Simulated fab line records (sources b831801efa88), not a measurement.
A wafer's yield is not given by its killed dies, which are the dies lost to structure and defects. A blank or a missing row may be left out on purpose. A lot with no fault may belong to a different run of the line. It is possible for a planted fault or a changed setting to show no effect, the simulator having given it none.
What tool caused it? ; flow gf180mcu ; Sampling: 14 lots, 42 wafers, 3 of 602 route steps

## WHAT THE GAUGES SHOWED, per wafer
GF_TOP_METAL_CD_MEAS_14 targets a cd of 440 nm.
lot;measured;on;cd nm (nm)
L758;day 28 06:31;cd sem-01;445.3 444.8 442.5
L760;day 28 22:06;cd sem-02;438.7 439.7 438.9
L762;day 29 16:02;cd sem-02;440.7 441.2 442.7
L765;day 30 16:34;cd sem-01;442.0 440.3 441.2
L766;day 30 17:47;cd sem-01;440.6 441.3 441.5
L768;day 31 02:59;cd sem-01;443.4 441.4 441.5
L769;day 31 19:49;cd sem-01;440.6 441.8 441.4
L770;day 31 21:35;cd sem-02;443.6 441.1 440.8
L771;day 32 06:25;cd sem-02;439.3 441.3 441.3
L772;day 32 07:41;cd sem-02;437.8 437.9 439.5
L777;day 33 12:39;cd sem-02;437.6 440.4 436.6
L778;day 33 17:52;cd sem-02;442.5 441.6 441.8
L780;day 34 13:10;cd sem-01;441.5 442.0 442.0
L781;day 34 13:50;cd sem-01;437.8 437.1 437.1

## TOOL THAT RAN EACH LOT (tool first, then ch and the chambers of the sampled wafers, then the start)
lot;GF_V5_CMP_26;GF_TOP_METAL_SPUTTER_01
L758;cmp-02 ch 0,2,3, day 27 09:55;pvd sputter-03, day 27 10:13
L760;cmp-01 ch 0,2,3, day 28 02:17;pvd sputter-02, day 28 02:35
L762;cmp-02 ch 1,2,3, day 28 20:46;pvd sputter-04, day 28 21:10
L765;cmp-01 ch 1,2,3, day 29 21:40;pvd sputter-02, day 29 22:04
L766;cmp-02 ch 0,1,3, day 29 22:36;pvd sputter-03, day 29 23:00
L768;cmp-01 ch 0,2,3, day 30 08:45;pvd sputter-02, day 30 09:09
L769;cmp-01 ch 0,1,2, day 31 01:18;pvd sputter-03, day 31 01:39
L770;cmp-02 ch 0,1,2, day 31 03:54;pvd sputter-02, day 31 04:09
L771;cmp-02 ch 0,1,3, day 31 12:33;pvd sputter-04, day 31 12:51
L772;cmp-02 ch 0,2,3, day 31 14:48;pvd sputter-04, day 31 15:12
L777;cmp-01 ch 1,2, day 32 21:02;pvd sputter-03, day 32 21:23
L778;cmp-01 ch 2,3, day 33 02:06;pvd sputter-03, day 33 02:30
L780;cmp-01 ch 1,2,3, day 33 21:18;pvd sputter-04, day 33 21:39
L781;cmp-01 ch 0,2,3, day 33 22:28;pvd sputter-02, day 33 22:52
- GF_V5_CMP_26: polishes, stops on SiO2, t overpolish 15 s, target thk 0 nm.
- GF_TOP_METAL_SPUTTER_01: material TiN, target thk 30 nm, time 25 s.

## WHAT THE TOOLS THEMSELVES READ (means of the sampled wafers that have a number; where no wafer has one, the mark that the record gives instead)
GF_V5_CMP_26.
lot;tool;head pressure psi (psi);motor current A (A);overpolish run s (s);time to endpoint s (s)
L758;cmp-02;3.499;11.0;15.000;85.9
L760;cmp-01;3.506;11.6;15.011;85.1
L762;cmp-02;3.494;10.6;14.998;87.7
L765;cmp-01;3.502;11.4;15.003;82.2
L766;cmp-02;3.499;10.1;15.002;87.0
L768;cmp-01;3.494;11.4;15.005;85.4
L769;cmp-01;3.503;11.8;14.996;83.1
L770;cmp-02;3.499;10.0;14.993;86.3
L771;cmp-02;3.494;10.3;14.997;87.4
L772;cmp-02;3.500;10.6;15.002;86.4
L777;cmp-01;3.497;11.2;15.005;82.1
L778;cmp-01;3.497;11.3;15.010;84.0
L780;cmp-01;3.494;11.4;14.996;82.6
L781;cmp-01;3.497;11.6;15.000;84.4

GF_TOP_METAL_SPUTTER_01.
lot;tool;throttle valve pct (%)
L758;pvd sputter-03;30.1
L760;pvd sputter-02;30.4
L762;pvd sputter-04;29.6
L765;pvd sputter-02;30.6
L766;pvd sputter-03;30.3
L768;pvd sputter-02;30.4
L769;pvd sputter-03;29.9
L770;pvd sputter-02;31.6
L771;pvd sputter-04;30.8
L772;pvd sputter-04;30.0
L777;pvd sputter-03;30.2
L778;pvd sputter-03;30.0
L780;pvd sputter-04;29.9
L781;pvd sputter-02;29.7

## THE ANSWER, worked out from the rows above alone
Rule: the lots themselves supply what counts as usual. The widest of any qualifying gaps counts: lots, ordered by their means at a reading, are off when they make up no more than a third of the lots, leave a main group of 4 or more, and stand apart from it by 3 or more times the standard deviation of that group's means. Not used: any main group whose means are identical at the precision the tables above print for the reading. A lot without any number at a reading at which 4 lots or more have one is off too. Any other lot the step has rows for is counted as sound. The gauges are gone through in route order, then the tools' own readings, and for those a lot's mean is taken as printed above. The first step at which some lot is off is used, and at that step the reading that is off furthest; a lot without a number counts as furthest.
None of the lots is off at any reading shown; this tells nothing.

## WHAT WAS PUT IN BY THE SIMULATOR
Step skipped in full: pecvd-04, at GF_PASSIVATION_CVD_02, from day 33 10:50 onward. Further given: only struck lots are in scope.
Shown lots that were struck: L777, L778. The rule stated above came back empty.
